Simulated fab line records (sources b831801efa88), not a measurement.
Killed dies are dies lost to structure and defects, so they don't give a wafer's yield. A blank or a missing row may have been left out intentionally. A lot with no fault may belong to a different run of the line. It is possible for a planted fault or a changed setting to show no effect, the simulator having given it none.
fab line records	flow sky130	part 1 of 2: steps 1 to 27 of 38
[record] lots = 5	wafers = 15	last-day = 50
route steps=708 shown VIA4@654 METAL5@661 PASSIVATION@681
lots untouched by any fault: they come from a run of this same line in which no faults occurred
start-h: start of the lot's first displayed wafer, in hours after the record's first day	wait-h: hours since the lot's step before	" same as the row above	L1.1+2: one row covering several wafers at once	- value missing, or start not given	* or withheld: withheld	< > ~ a bound
route shown NAME@n: names a module that has steps shown in the file, with the first one's number in the route	usual: average and standard deviation across the fault-free wafers	same: alike in all rows	chamber/n: place in a boat	sites: readings site by site	_std_site: the standard deviation of these	_edge_site: outer sites' mean less inner sites'	radius-mm: how far each site lies from the wafer's centre	mask NAME#n: copy n	behind: tool/chamber where the wafer was last shaped	hold: why the lot went on hold/how many hours it stayed there/how the hold came to an end	device: which transistor (n, p or np) failed to switch	end of line: the tests these same wafers got at the end of their route	where a step has no rows: the recipe by itself	killed: count of dies lost to structure and defects at first sort (not the wafer's yield)	map: a wafer's dies, x killed, . not, _ none there
set.NAME: the setting as run; set.NAME@STEP: as run at that earlier step	model.NAME: the simulator's own value behind a step, which no gauge read
a table for each step, a row for each wafer; lots at some steps of the route
services: when a tool's chamber went out of use (start-h, in hours from the record's first day, below 0 if earlier), for how many hours, and the reason
[[steps]]
[step SKY_VIA4_CLEAN_15]
[recipe] chemistry = IPA	time-s = 180	temp-c = 25
[same] time-s = 180
lot.wafer	tool	chamber	start-h	wait-h
L082.1+4+5	wet-bench-04	2	1076.78	0.0
L086.2+3+5	wet-bench-04	1	1098.89	0.0
L089.1+5+6	wet-bench-03	0	1108.24	0.0
L094.1+2+6	wet-bench-04	2	1137.60	0.0
L097.3+4+5	wet-bench-04	3	1154.02	0.0
[step SKY_VIA4_CLEAN_16]
[recipe] chemistry = O3/DIW	dry = n2-spin
lot.wafer	tool	chamber	start-h	wait-h
L082.1+4+5	wet-bench-02	2	1076.84	0.0
L086.2+3+5	wet-bench-03	3	1098.94	0.0
L089.1+5+6	wet-bench-04	3	1108.29	0.0
L094.1+2+6	wet-bench-03	2	1137.67	0.0
L097.3+4+5	wet-bench-02	0	1154.08	0.0
[step SKY_VIA4_SPUTTER_17]
[recipe] material = TiN	target-thk-nm = 20	chamber-pressure-pa = 5	power-w = 4000	time-s = 80
[usual] throttle-valve-pct = 30.2/0.69
[same] time-s = 80
lot.wafer	tool	chamber	start-h	wait-h	throttle-valve-pct
L082.1	pvd-sputter-01	-	1076.94	0.0	31.1
L082.4	"	-	"	"	30.3
L082.5	"	-	"	"	30.1
L086.2	pvd-sputter-01	-	1099.04	0.0	31.0
L086.3	"	-	"	"	30.1
L086.5	"	-	"	"	29.9
L089.1	pvd-sputter-03	-	1108.39	0.0	29.9
L089.5	"	-	"	"	28.6
L089.6	"	-	"	"	30.1
L094.1	pvd-sputter-01	-	1137.76	0.0	31.0
L094.2	"	-	"	"	30.2
L094.6	"	-	"	"	30.4
L097.3	pvd-sputter-04	-	1154.17	0.0	30.3
L097.4	"	-	"	"	29.6
L097.5	"	-	"	"	29.0
[step SKY_VIA4_CVD_18]
[recipe] material = W	target-thk-nm = 505	time-s = 152.14	temp-c = 400	pressure-torr = 40
[usual] heater-power-w = 867/60
[same] time-s = 152.14
lot.wafer	tool	chamber	start-h	wait-h	heater-power-w
L082.1	cvd-w-01	1	1077.00	0.0	905
L082.4	"	1	"	"	906
L082.5	"	1	"	"	900
L086.2	cvd-w-02	1	1099.10	0.0	892
L086.3	"	0	"	"	765
L086.5	"	0	"	"	759
L089.1	cvd-w-02	1	1108.45	0.0	893
L089.5	"	1	"	"	887
L089.6	"	0	"	"	753
L094.1	cvd-w-01	0	1137.82	0.0	915
L094.2	"	1	"	"	914
L094.6	"	0	"	"	903
L097.3	cvd-w-02	0	1154.29	0.1	765
L097.4	"	1	"	"	868
L097.5	"	0	"	"	758
[step SKY_VIA4_RS_MEAS_19]
[recipe] thk-meas-gauge = four-point-probe	reads = W_of_VIA4_CVD_18+TiN_of_VIA4_SPUTTER_17
[usual] VIA4_W_RS = 0.2274/0.0022
lot.wafer	tool	chamber	start-h	wait-h	VIA4_W_RS[ohm/sq]
L082.1	film-metro-04	-	1077.16	0.1	0.2234
L082.4	"	-	"	"	0.2235
L082.5	"	-	"	"	0.2246
L086.2	film-metro-04	-	1099.27	0.1	0.2246
L086.3	"	-	"	"	0.2269
L086.5	"	-	"	"	0.2280
L089.1	film-metro-03	-	1108.60	0.1	0.2281
L089.5	"	-	"	"	0.2310
L089.6	"	-	"	"	0.2298
L094.1	film-metro-01	-	1137.97	0.1	0.2269
L094.2	"	-	"	"	0.2244
L094.6	"	-	"	"	0.2268
L097.3	film-metro-01	-	1154.43	0.1	0.2283
L097.4	"	-	"	"	0.2302
L097.5	"	-	"	"	0.2254
[step SKY_VIA4_THK_MEAS_20]
[recipe] thk-meas-gauge = xrf	reads = W_of_VIA4_CVD_18
[usual] VIA4_W_THK = 500/6
lot.wafer	tool	chamber	start-h	wait-h	VIA4_W_THK[nm]
L082.1	film-metro-04	-	1077.28	0.1	511
L082.4	"	-	"	"	513
L082.5	"	-	"	"	506
L086.2	film-metro-04	-	1099.38	0.1	507
L086.3	"	-	"	"	504
L086.5	"	-	"	"	497
L089.1	film-metro-03	-	1108.72	0.1	499
L089.5	"	-	"	"	499
L089.6	"	-	"	"	501
L094.1	film-metro-01	-	1138.09	0.1	501
L094.2	"	-	"	"	504
L094.6	"	-	"	"	497
L097.3	film-metro-01	-	1154.53	0.1	491
L097.4	"	-	"	"	488
L097.5	"	-	"	"	495
[step SKY_VIA4_CMP_21]
[recipe] stop-on = SiO2	t-overpolish-s = 25	down-force-psi = 3.5	platen-rpm = 60	target-thk-nm = 0	pad-velocity-m-s = 0.94248
[usual] edge-zone-pressure-frac = 1.000/0.0047	motor-current-A = 10.6/1.4	overpolish-run-s = 24.999/0.0095	time-to-endpoint-s = 122/3.4
[same] t-overpolish-s = 25
lot.wafer	tool	chamber	start-h	wait-h	edge-zone-pressure-frac	motor-current-A	overpolish-run-s	time-to-endpoint-s
L082.1	cmp-01	2	1077.39	0.1	0.998	12.6	24.991	124
L082.4	"	3	"	"	1.003	9.8	25.015	125
L082.5	"	1	"	"	1.006	8.6	25.020	126
L086.2	cmp-01	1	1099.43	0.0	0.991	9.0	25.004	129
L086.3	"	2	"	"	0.997	13.9	24.996	127
L086.5	"	1	"	"	0.990	9.5	24.985	130
L089.1	cmp-01	2	1108.78	0.1	1.002	13.1	25.012	122
L089.5	"	2	"	"	0.996	12.9	24.989	123
L089.6	"	3	"	"	1.006	9.2	24.998	125
L094.1	cmp-02	1	1138.25	0.1	1.000	9.9	24.983	122
L094.2	"	2	"	"	0.996	9.3	25.001	120
L094.6	"	3	"	"	1.003	11.6	24.997	118
L097.3	cmp-01	3	1154.62	0.1	0.997	9.6	25.002	120
L097.4	"	1	"	"	0.991	9.0	25.008	120
L097.5	"	3	"	"	0.999	9.9	24.996	123
[step SKY_METAL5_SPUTTER_00]
[recipe] material = Ti	target-thk-nm = 15	power-w = 3000	time-s = 10	chamber-pressure-pa = 0.4
[usual] throttle-valve-pct = 30.5/1.4
[same] time-s = 10
lot.wafer	tool	chamber	start-h	wait-h	throttle-valve-pct
L082.1	pvd-sputter-04	-	1077.64	0.2	29.0
L082.4	"	-	"	"	30.3
L082.5	"	-	"	"	29.0
L086.2	pvd-sputter-02	-	1099.73	0.2	33.6
L086.3	"	-	"	"	30.3
L086.5	"	-	"	"	33.3
L089.1	pvd-sputter-04	-	1109.08	0.2	30.6
L089.5	"	-	"	"	29.4
L089.6	"	-	"	"	30.4
L094.1	pvd-sputter-04	-	1138.45	0.1	30.6
L094.2	"	-	"	"	29.9
L094.6	"	-	"	"	30.3
L097.3	pvd-sputter-02	-	1154.87	0.2	30.5
L097.4	"	-	"	"	33.4
L097.5	"	-	"	"	30.4
[step SKY_METAL5_SPUTTER_01]
[recipe] material = TiN	target-thk-nm = 20	power-w = 6500	time-s = 16.7	chamber-pressure-pa = 0.4
[usual] throttle-valve-pct = 30.5/1.3
[same] time-s = 16.7
lot.wafer	tool	chamber	start-h	wait-h	throttle-valve-pct
L082.1	pvd-sputter-04	-	1077.66	0.0	29.0
L082.4	"	-	"	"	30.3
L082.5	"	-	"	"	28.9
L086.2	pvd-sputter-02	-	1099.75	0.0	33.6
L086.3	"	-	"	"	30.7
L086.5	"	-	"	"	33.5
L089.1	pvd-sputter-04	-	1109.10	0.0	30.4
L089.5	"	-	"	"	29.6
L089.6	"	-	"	"	30.2
L094.1	pvd-sputter-04	-	1138.47	0.0	30.5
L094.2	"	-	"	"	29.6
L094.6	"	-	"	"	30.3
L097.3	pvd-sputter-02	-	1154.89	0.0	30.4
L097.4	"	-	"	"	33.4
L097.5	"	-	"	"	30.6
[step SKY_METAL5_SPUTTER_02]
[recipe] material = AlCu	target-thk-nm = 1150	power-w = 10600	time-s = 61.2	chamber-pressure-pa = 0.4
[usual] throttle-valve-pct = 30.5/1.3
[same] time-s = 61.2
lot.wafer	tool	chamber	start-h	wait-h	throttle-valve-pct
L082.1	pvd-sputter-04	-	1077.68	0.0	29.0
L082.4	"	-	"	"	30.4
L082.5	"	-	"	"	29.0
L086.2	pvd-sputter-02	-	1099.78	0.0	33.6
L086.3	"	-	"	"	30.8
L086.5	"	-	"	"	33.6
L089.1	pvd-sputter-04	-	1109.13	0.0	30.7
L089.5	"	-	"	"	29.5
L089.6	"	-	"	"	30.4
L094.1	pvd-sputter-04	-	1138.50	0.0	30.5
L094.2	"	-	"	"	29.7
L094.6	"	-	"	"	30.2
L097.3	pvd-sputter-02	-	1154.92	0.0	30.4
L097.4	"	-	"	"	33.4
L097.5	"	-	"	"	30.7
[step SKY_METAL5_SPUTTER_03]
[recipe] material = Ti	target-thk-nm = 5	power-w = 3000	time-s = 3.3	chamber-pressure-pa = 0.4
[usual] throttle-valve-pct = 30.5/1.3
[same] time-s = 3.3
lot.wafer	tool	chamber	start-h	wait-h	throttle-valve-pct
L082.1	pvd-sputter-04	-	1077.73	0.0	29.3
L082.4	"	-	"	"	30.2
L082.5	"	-	"	"	29.3
L086.2	pvd-sputter-02	-	1099.83	0.0	33.4
L086.3	"	-	"	"	30.5
L086.5	"	-	"	"	33.4
L089.1	pvd-sputter-04	-	1109.18	0.0	30.4
L089.5	"	-	"	"	29.6
L089.6	"	-	"	"	30.3
L094.1	pvd-sputter-04	-	1138.55	0.0	30.6
L094.2	"	-	"	"	29.7
L094.6	"	-	"	"	30.0
L097.3	pvd-sputter-02	-	1154.97	0.0	30.7
L097.4	"	-	"	"	33.8
L097.5	"	-	"	"	30.2
[step SKY_METAL5_SPUTTER_04]
[recipe] material = TiN	target-thk-nm = 70	power-w = 6500	time-s = 58.3	chamber-pressure-pa = 0.4
[usual] throttle-valve-pct = 30.5/1.3
[same] time-s = 58.3
lot.wafer	tool	chamber	start-h	wait-h	throttle-valve-pct
L082.1	pvd-sputter-04	-	1077.75	0.0	29.3
L082.4	"	-	"	"	30.3
L082.5	"	-	"	"	28.9
L086.2	pvd-sputter-02	-	1099.85	0.0	33.6
L086.3	"	-	"	"	30.5
L086.5	"	-	"	"	33.0
L089.1	pvd-sputter-04	-	1109.20	0.0	30.6
L089.5	"	-	"	"	29.9
L089.6	"	-	"	"	30.4
L094.1	pvd-sputter-04	-	1138.57	0.0	30.7
L094.2	"	-	"	"	29.6
L094.6	"	-	"	"	30.2
L097.3	pvd-sputter-02	-	1154.99	0.0	30.5
L097.4	"	-	"	"	33.5
L097.5	"	-	"	"	30.6
[step SKY_METAL5_RS_MEAS_05]
[recipe] thk-meas-gauge = four-point-probe	reads = TiN_of_METAL5_SPUTTER_04+Ti_of_METAL5_SPUTTER_03+AlCu_of_METAL5_SPUTTER_02+TiN_of_METAL5_SPUTTER_01+Ti_of_METAL5_SPUTTER_00
[usual] METAL5_ALCU_RS = 0.02714/0.00028
lot.wafer	tool	chamber	start-h	wait-h	METAL5_ALCU_RS[ohm/sq]
L082.1	film-metro-01	-	1077.80	0.0	0.02701
L082.4	"	-	"	"	0.02667
L082.5	"	-	"	"	0.02688
L086.2	film-metro-01	-	1099.91	0.0	0.02721
L086.3	"	-	"	"	0.02722
L086.5	"	-	"	"	0.02702
L089.1	film-metro-02	-	1109.24	0.0	0.02705
L089.5	"	-	"	"	0.02719
L089.6	"	-	"	"	0.02705
L094.1	film-metro-04	-	1138.62	0.0	0.02704
L094.2	"	-	"	"	0.02699
L094.6	"	-	"	"	0.02695
L097.3	film-metro-02	-	1155.07	0.1	0.02706
L097.4	"	-	"	"	0.02692
L097.5	"	-	"	"	0.02706
[step SKY_METAL5_THK_MEAS_06]
[recipe] thk-meas-gauge = xrf	reads = AlCu_of_METAL5_SPUTTER_02
[usual] METAL5_ALCU_THK = 1150/11
lot.wafer	tool	chamber	start-h	wait-h	METAL5_ALCU_THK[nm]
L082.1	film-metro-01	-	1077.92	0.1	1154
L082.4	"	-	"	"	1158
L082.5	"	-	"	"	1162
L086.2	film-metro-01	-	1100.02	0.1	1155
L086.3	"	-	"	"	1150
L086.5	"	-	"	"	1158
L089.1	film-metro-02	-	1109.36	0.1	1147
L089.5	"	-	"	"	1147
L089.6	"	-	"	"	1150
L094.1	film-metro-04	-	1138.74	0.1	1153
L094.2	"	-	"	"	1150
L094.6	"	-	"	"	1156
L097.3	film-metro-02	-	1155.17	0.1	1156
L097.4	"	-	"	"	1155
L097.5	"	-	"	"	1155
[step SKY_METAL5_DEHYDRATE_07]
[recipe] temp-c = 200	time-s = 60
[usual] plate-temp-C = 200.01/0.17
[same] time-s = 60
lot.wafer	tool	chamber	start-h	wait-h	plate-temp-C
L082.1	litho-track-01	0	1087.70	9.8	199.95
L082.4	"	0	"	"	199.82
L082.5	"	0	"	"	199.90
L086.2	litho-track-04	0	1109.66	9.6	199.99
L086.3	"	0	"	"	200.05
L086.5	"	0	"	"	200.15
L089.1	litho-track-02	0	1118.56	9.2	199.85
L089.5	"	0	"	"	199.84
L089.6	"	0	"	"	199.79
L094.1	litho-track-02	0	1148.46	9.7	200.09
L094.2	"	0	"	"	199.98
L094.6	"	0	"	"	200.13
L097.3	litho-track-02	0	1163.47	8.3	199.83
L097.4	"	0	"	"	200.14
L097.5	"	0	"	"	199.95
[step SKY_METAL5_HMDS_08]
[recipe] prime-time-s = 60	prime-temp-c = 120
[same] prime-time-s = 60
lot.wafer	tool	chamber	start-h	wait-h
L082.1+4+5	litho-track-01	0	1087.85	0.1
L086.2+3+5	litho-track-04	0	1109.81	0.1
L089.1+5+6	litho-track-02	0	1118.71	0.1
L094.1+2+6	litho-track-02	0	1148.61	0.1
L097.3+4+5	litho-track-02	0	1163.62	0.1
[step SKY_METAL5_COAT_09]
[recipe] resist = NOVOLAK	spin-rpm = 3000	resist-thk-nm = 1800
lot.wafer	tool	chamber	start-h	wait-h
L082.1+4+5	litho-track-01	0	1088.00	0.1
L086.2+3+5	litho-track-04	0	1109.96	0.1
L089.1+5+6	litho-track-02	0	1118.86	0.1
L094.1+2+6	litho-track-02	0	1148.76	0.1
L097.3+4+5	litho-track-02	0	1163.77	0.1
[step SKY_METAL5_SOFTBAKE_10]
[recipe] temp-c = 90	time-s = 60	resist = NOVOLAK
[usual] plate-temp-C = 90.03/0.12
[same] time-s = 60
lot.wafer	tool	chamber	start-h	wait-h	plate-temp-C
L082.1	litho-track-01	0	1088.15	0.1	90.11
L082.4	"	0	"	"	89.99
L082.5	"	0	"	"	89.97
L086.2	litho-track-04	0	1110.11	0.1	89.96
L086.3	"	0	"	"	90.03
L086.5	"	0	"	"	89.97
L089.1	litho-track-02	0	1119.01	0.1	90.31
L089.5	"	0	"	"	90.05
L089.6	"	0	"	"	90.17
L094.1	litho-track-02	0	1148.91	0.1	89.83
L094.2	"	0	"	"	90.02
L094.6	"	0	"	"	89.89
L097.3	litho-track-02	0	1163.92	0.1	89.94
L097.4	"	0	"	"	89.96
L097.5	"	0	"	"	90.18
[step SKY_METAL5_EXPOSE_11]
[recipe] mask-id = MM5	na = 0.6	source-shape = conventional	sigma-outer = 0.6	polarization = unpolarized	target-cd-nm = 1600	dose-mj = 190
[usual] reticle-temp-C = 22.98/0.11
[same] sigma-outer = 0.6
lot.wafer	tool	chamber	start-h	wait-h	mask	reticle-temp-C
L082.1	iline-stepper-01	0	-	-	MM5#0	22.93
L082.4	"	0	"	"	MM5#0	23.00
L082.5	"	0	"	"	MM5#0	23.04
L086.2	iline-stepper-02	0	-	-	MM5#0	23.03
L086.3	"	0	"	"	MM5#0	23.13
L086.5	"	0	"	"	MM5#0	23.03
L089.1	iline-stepper-02	0	-	-	MM5#0	23.26
L089.5	"	0	"	"	MM5#0	23.26
L089.6	"	0	"	"	MM5#0	23.08
L094.1	iline-stepper-02	0	-	-	MM5#0	23.09
L094.2	"	0	"	"	MM5#0	23.05
L094.6	"	0	"	"	MM5#0	23.10
L097.3	iline-stepper-01	0	-	-	MM5#0	22.96
L097.4	"	0	"	"	MM5#0	22.82
L097.5	"	0	"	"	MM5#0	22.88
[step SKY_METAL5_PEB_12]
[recipe] temp-c = withheld	time-s = *	resist = NOVOLAK
[same] time-s = *
lot.wafer	tool	chamber	start-h	wait-h
L082.1+4+5	litho-track-04	0	-	-
L086.2+3+5	litho-track-02	0	-	-
L089.1+5+6	litho-track-04	0	-	-
L094.1+2+6	litho-track-02	0	-	-
L097.3+4+5	litho-track-02	0	-	-
[step SKY_METAL5_DEVELOP_13]
[recipe] resist = NOVOLAK	developer = TMAH	develop-time-s = 60	dev-temp-c = 23
lot.wafer	tool	chamber	start-h	wait-h
L082.1+4+5	litho-track-04	0	1097.59	0.1
L086.2+3+5	litho-track-02	0	1120.04	0.1
L089.1+5+6	litho-track-04	0	1129.14	0.1
L094.1+2+6	litho-track-02	0	1157.61	0.1
L097.3+4+5	litho-track-02	0	1172.71	0.1
[step SKY_METAL5_DESCUM_14]
[recipe] chemistry = O2	source-power-w = 150	bias-power-w = 0	pressure-mtorr = 10	temp-c = 40	time-s = 11
[usual] drypump-motor-current-A = 5.9/0.63	oes-product-au = 1.002/0.0073
[same] time-s = 11
lot.wafer	tool	chamber	start-h	wait-h	drypump-motor-current-A	oes-product-au	rf-hours-counter-h
L082.1	rie-metal-03	0	1097.74	0.1	6.0	1.006	4
L082.4	"	0	"	"	6.0	1.008	-
L082.5	"	1	"	"	6.2	0.999	-
L086.2	rie-metal-02	1	1120.16	0.1	6.5	1.000	22
L086.3	"	0	"	"	4.7	0.993	-
L086.5	"	0	"	"	4.7	1.003	-
L089.1	rie-metal-03	0	1129.29	0.1	5.9	0.997	7
L089.5	"	0	"	"	6.0	1.001	-
L089.6	"	1	"	"	6.2	0.996	-
L094.1	rie-metal-03	0	1157.76	0.1	6.0	1.001	11
L094.2	"	0	"	"	5.9	0.994	-
L094.6	"	0	"	"	6.0	1.007	-
L097.3	rie-metal-02	0	1172.83	0.1	4.7	1.000	-
L097.4	"	1	"	"	6.5	1.000	-
L097.5	"	1	"	"	6.5	0.994	-
[step SKY_METAL5_METAL_ETCH_15]
[recipe] target-depth-a = 12600	stop-on = SiO2	over-etch-frac = 0.2	time-s = 252	chemistry = Cl2/BCl3	resist-sidewall-deg = 86	pressure-mtorr = 10	icp-w = 900	bias-w = 48.5	Cl2_flow_sccm = 60	bcl3-flow-sccm = 30
[usual] bias-w = 48.51/0.14	drypump-motor-current-A = 5.9/0.63	oes-product-au = 0.893/0.0048	throttle-valve-pct = 22.265/0.01
[same] time-s = 252
lot.wafer	tool	chamber	start-h	wait-h	bias-w	drypump-motor-current-A	oes-product-au	rf-hours-counter-h	throttle-valve-pct
L082.1	rie-metal-03	0	1097.77	0.0	48.36	6.0	0.895	4	22.265
L082.4	"	0	"	"	48.58	5.9	0.891	-	22.243
L082.5	"	1	"	"	48.49	6.2	0.894	-	22.272
L086.2	rie-metal-02	1	1120.20	0.0	48.36	6.5	0.890	22	22.271
L086.3	"	0	"	"	48.45	4.7	0.894	-	22.261
L086.5	"	0	"	"	48.41	4.7	0.895	-	22.269
L089.1	rie-metal-03	0	1129.32	0.0	48.67	5.9	0.899	7	22.274
L089.5	"	0	"	"	48.74	6.0	0.893	-	22.269
L089.6	"	1	"	"	48.63	6.2	0.898	-	22.250
L094.1	rie-metal-03	0	1157.83	0.1	48.47	6.0	0.897	11	22.272
L094.2	"	0	"	"	48.49	6.0	0.897	-	22.266
L094.6	"	0	"	"	48.64	6.0	0.902	-	22.279
L097.3	rie-metal-02	0	1172.93	0.1	48.57	4.7	0.895	-	22.285
L097.4	"	1	"	"	48.62	6.5	0.901	-	22.254
L097.5	"	1	"	"	48.55	6.5	0.895	-	22.264
[step SKY_METAL5_STRIP_16]
[recipe] chemistry = O2/N2	power-w = 1400	pressure-mtorr = 1500	platen-temp-c = withheld	o2-flow-sccm = 3000	n2-flow-sccm = 300	overash-fraction = 0.5
[usual] drypump-motor-current-A = 5.6/0.41	oes-product-au = 0.711/0.0046	strip-time-to-endpoint-s = 13.02/0.13
lot.wafer	tool	chamber	start-h	wait-h	drypump-motor-current-A	oes-product-au	rf-hours-counter-h	strip-time-to-endpoint-s
L082.1	plasma-asher-03	0	1098.00	0.2	5.6	0.712	37	12.97
L082.4	"	1	"	"	5.8	0.708	-	12.97
L082.5	"	0	"	"	5.6	0.707	-	13.13
L086.2	plasma-asher-02	0	1120.43	0.2	5.3	0.713	97	12.90
L086.3	"	0	"	"	5.3	0.718	-	13.06
L086.5	"	0	"	"	5.3	0.715	-	13.03
L089.1	plasma-asher-04	1	1129.55	0.2	6.3	0.706	6	12.93
L089.5	"	0	"	"	5.0	0.712	-	12.95
L089.6	"	1	"	"	6.3	0.711	-	13.05
L094.1	plasma-asher-02	0	1158.30	0.4	5.3	0.706	101	12.92
L094.2	"	1	"	"	5.7	0.719	101	12.88
L094.6	"	1	"	"	5.7	0.705	-	12.92
L097.3	plasma-asher-03	0	1173.12	0.1	5.6	0.708	-	13.00
L097.4	"	1	"	"	5.8	0.703	-	12.87
L097.5	"	1	"	"	5.8	0.705	-	12.96
[step SKY_METAL5_STRIP_17]
[recipe] chemistry = post-etch-residue-remover	time-s = 1200	temp-c = 72.5
[same] time-s = 1200
lot.wafer	tool	chamber	start-h	wait-h
L082.1+4+5	wet-bench-01	0	1098.10	0.1
L086.2+3+5	wet-bench-03	1	1120.53	0.1
L089.1+5+6	wet-bench-03	1	1129.65	0.1
L094.1+2+6	wet-bench-01	1	1158.40	0.1
L097.3+4+5	wet-bench-03	2	1173.18	0.0
[step SKY_METAL5_CLEAN_18]
[recipe] chemistry = IPA	time-s = 180	temp-c = 25
[same] time-s = 180
lot.wafer	tool	chamber	start-h	wait-h
L082.1+4+5	wet-bench-02	3	1098.92	0.0
L086.2+3+5	wet-bench-02	1	1120.88	0.0
L089.1+5+6	wet-bench-01	0	1130.00	0.0
L094.1+2+6	wet-bench-02	3	1158.74	0.0
L097.3+4+5	wet-bench-01	2	1173.53	0.0
[step SKY_METAL5_CLEAN_19]
[recipe] chemistry = O3/DIW	dry = n2-spin
lot.wafer	tool	chamber	start-h	wait-h
L082.1+4+5	wet-bench-01	2	1098.98	0.0
L086.2+3+5	wet-bench-01	2	1120.93	0.0
L089.1+5+6	wet-bench-01	0	1130.05	0.0
L094.1+2+6	wet-bench-01	0	1158.80	0.0
L097.3+4+5	wet-bench-03	1	1173.58	0.0
